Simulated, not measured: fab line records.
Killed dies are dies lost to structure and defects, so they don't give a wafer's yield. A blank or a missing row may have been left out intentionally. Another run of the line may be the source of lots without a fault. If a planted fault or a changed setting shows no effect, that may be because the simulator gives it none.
A struck lot beside a sound one / flow gf180mcu / 15 steps out of a route of 602
Sound: wafers L159.1, L159.2, L159.4. Wafers struck: L148.3, L148.4, L148.5. The cause is named last.
Each step with rows lists, per side, the tool, then ch with its chambers, then its first start. Under that, the readings that differ: sound wafers / struck wafers / difference of the means / sigmas: that difference in standard deviations of wafers without a fault.
alike: readings with means less than 2 such deviations apart, plus words and numbers identical on both sides. not compared: withheld readings, readings lacking a value on some wafer, bounds such as >300 that could conceal the same value, and numbers that have no deviation in the record and whose values overlap.
The two part at a step that has a row with sigmas, a row that says differs or no value, or rows on one side only. Non-overlapping numbers with no deviation appear without sigmas and do not part them. Lack of a reading on every wafer of one side parts them only where that side has two or more wafers.

first, 4 steps without rows for these wafers: GF_VT_IMPLANT_SOFTBAKE_14 (time 60 s); GF_VT_IMPLANT_EXPOSE_15 (exposes mask Nwell LV AREA, target cd 860 nm); GF_VT_IMPLANT_PEB_16; GF_VT_IMPLANT_DEVELOP_17 (develop time 60 s).
GF_VT_IMPLANT_OVL_MEAS_18:
  struck on overlay-01, day 7 14:01; sound on overlay-02, day 10 03:14
  alike: VT_IMPLANT_01_OVL
next, for these wafers, 1 step has no rows: GF_VT_IMPLANT_IMPLANT_19.
GF_VT_IMPLANT_STRIP_20: strips in O2/N2.
  sound on plasma asher-02 ch 0,1, day 10 03:25; struck on plasma asher-02 ch 0,1, day 7 14:13
  alike: drypump motor current A, heater power w, oes product au, strip time to endpoint s
  not compared: rf hours counter h
GF_VT_IMPLANT_TW_MEAS_21:
  struck on film metro-04, day 7 14:19; sound on film metro-02, day 10 03:31
reading=VT_IMPLANT_2_TW; sound=1235 1222 1223; struck=1208 1204 1203; difference=-22; sigmas=-3
then, 4 steps without rows for these wafers: GF_VT_IMPLANT_DEHYDRATE_22 (time 60 s); GF_VT_IMPLANT_HMDS_23 (prime time 60 s); GF_VT_IMPLANT_COAT_24 (resist thk 1000 nm); GF_VT_IMPLANT_SOFTBAKE_25 (time 60 s).
GF_VT_IMPLANT_EXPOSE_26: exposes mask LVPWELL HV AREA, target cd 860 nm.
  sound on iline stepper-02 ch 0, day 10 12:11; struck on iline stepper-01 ch 0, day 7 22:08
reading=exposure dose mJ cm2; sound=140.32 140.02 140.15; struck=128.31 128.43 128.38; difference=-11.79; sigmas=-79
  alike: mask
next, for these wafers, 1 step has no rows: GF_VT_IMPLANT_PEB_27.
-- here the record skips 23 days between the struck wafers' starts before and after, leaving off in module VT_IMPLANT and picking up in module PASSIVATION (first step shown: number 602 of the route) --
GF_PASSIVATION_PROBE_99:
  record: rows for the struck wafers here (prober-02, day 30 11:33), none for the sound ones

WHERE THEY PART
First at GF_VT_IMPLANT_TW_MEAS_21; last, within this record, at GF_PASSIVATION_PROBE_99.

WHY: the cause the simulator had injected
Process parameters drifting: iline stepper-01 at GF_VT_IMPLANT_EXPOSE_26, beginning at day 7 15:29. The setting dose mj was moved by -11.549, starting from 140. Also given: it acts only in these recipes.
